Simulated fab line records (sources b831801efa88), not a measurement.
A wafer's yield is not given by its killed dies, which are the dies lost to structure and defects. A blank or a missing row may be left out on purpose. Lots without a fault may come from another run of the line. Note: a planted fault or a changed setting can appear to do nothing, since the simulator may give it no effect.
The tool behind it: which one? ; flow sky130 ; 6 lots with 18 wafers sampled at 2 steps, on a route of 708 steps

WHAT THE GAUGES READ, wafer by wafer
SKY_LDD_HVN_OVL_MEAS_07.
lot;measured;on;LDD_HVN_OVL (nm)
L920;day 21 12:22;overlay-01;-2.3 -3.5 -3.0
L921;day 22 01:29;overlay-01;-0.8 0.2 -0.1
L929;day 24 16:31;overlay-02;-0.5 -2.3 -1.0
L931;day 25 07:02;overlay-01;54.5 56.0 55.5
L934;day 26 00:05;overlay-02;57.2 54.1 54.4
L940;day 27 21:44;overlay-02;-1.4 -1.9 -1.7

WHAT TOOL EACH LOT RAN ON (gives the tool, then ch and the chambers of the sampled wafers, and finally the start)
lot;SKY_LDD_HVN_EXPOSE_04
L920;ilineStepper-02 ch 0, day 20 21:24
L921;ilineStepper-02 ch 0, day 21 10:33
L929;ilineStepper-02 ch 0, day 24 01:46
L931;ilineStepper-02 ch 0, day 24 16:26
L934;ilineStepper-02 ch 0, day 25 09:52
L940;ilineStepper-01 ch 0, day 27 07:07
- SKY_LDD_HVN_EXPOSE_04: exposes mask HVNTM, target cd 700 nm.

THE ANSWER, worked out from the rows above alone
Rule: usual is defined by the lots themselves. The widest of any qualifying gaps counts: lots, ordered by their means at a reading, are off when they make up no more than a third of the lots, leave a main group of 4 or more, and stand apart from it by 3 or more times the standard deviation of that group's means. Not used: any main group whose means are identical at the precision the tables above print for the reading. A lot without any number at a reading at which 4 lots or more have one is off too. Any other lot the step has rows for is counted as sound.
Off: L931, L934, seen at SKY_LDD_HVN_OVL_MEAS_07 (LDD_HVN_OVL). Main group: mean -1.5 nm, sd 0.97.
If a tool, at a process step before that reading, ran all the lots that are off and no sound lot after the first of them, it fits. Those tools and the gauges at SKY_LDD_HVN_OVL_MEAS_07 are tried in the same way. One fits: SKY_LDD_HVN_EXPOSE_04 on ilineStepper-02. Its last sound lot is L929 (day 24 01:46), its first lot that is off L931 (day 24 16:26): a fault that began between those two fits.

WHAT THE SIMULATOR HAD PUT IN
Scanner matching overlay: ilineStepper-02, from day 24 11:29 on, at SKY_LDD_HVN_EXPOSE_04. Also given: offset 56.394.
Lots struck among those shown: L931, L934. The rule given above showed the same thing.
